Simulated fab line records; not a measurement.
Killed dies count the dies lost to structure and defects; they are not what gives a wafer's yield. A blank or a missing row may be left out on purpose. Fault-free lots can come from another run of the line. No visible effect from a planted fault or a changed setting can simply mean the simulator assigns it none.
2 desks looking at one fault	flow sky130	numbers are kept per desk, each desk with only its own; the story behind them comes last

DESK OF THE TOOL OWNER: rie_diel-04
The tool's own readings at SKY_VIA1_ETCH_14 (etches BARC in N2/H2, stops on SiO2, time 45.9 s, target depth 60 nm): means of the sampled wafers that have a number, for each lot that ran on this tool. Marked OUT: a lot whose mean sits more than 4 standard deviations from the usual mean, which makes it out of limits; the brackets give that distance.
Columns: A = drypump_motor_current_A at SKY_VIA1_ETCH_14, usual 5.6 A; B = oes_product_au at SKY_VIA1_ETCH_14, usual 0.855 a.u.; C = throttle_valve_pct at SKY_VIA1_ETCH_14, usual 13.225 %
lot	first seen here	A	B	C
L371	day 36 08:40	5.3	0.852	13.229
L370	day 36 09:49	5.3	0.855	13.228
L373	day 38 00:37	5.4	0.850	13.220
L375	day 38 05:34	5.3	0.855	13.230
L381	day 39 01:20	5.0	0.840	13.220
L383	day 40 01:22	5.1	0.843	13.223
This desk's finding: nothing out of limits on any of the 6 lots.

AT THE METROLOGY DESK
What the gauges read, lot by lot, whatever tool the lot ran on: means of the sampled wafers that have a number. Marked OUT: a lot whose mean sits more than 4 standard deviations from the usual mean, which makes it out of limits; the brackets give that distance.
Columns: A = VIA1_BOW at SKY_VIA1_BOW_MEAS_03, usual 81 um
lot	first seen here	A
L364	day 32 18:37	83
L366	day 33 04:47	80
L371	day 35 05:25	70
L370	day 35 06:56	80
L372	day 35 12:35	86
L373	day 36 21:37	83
L374	day 36 21:58	78
L375	day 37 03:16	74
L381	day 37 23:51	79
L383	day 39 00:56	77
L386	day 39 15:08	76
L387	day 39 17:31	81
This desk's finding: nothing out of limits on any of the 12 lots.

PUT TOGETHER
The tool owner's desk saw nothing out of limits.
At the metrology desk, nothing out of limits was observed.

WHAT THE SIMULATOR PUT IN
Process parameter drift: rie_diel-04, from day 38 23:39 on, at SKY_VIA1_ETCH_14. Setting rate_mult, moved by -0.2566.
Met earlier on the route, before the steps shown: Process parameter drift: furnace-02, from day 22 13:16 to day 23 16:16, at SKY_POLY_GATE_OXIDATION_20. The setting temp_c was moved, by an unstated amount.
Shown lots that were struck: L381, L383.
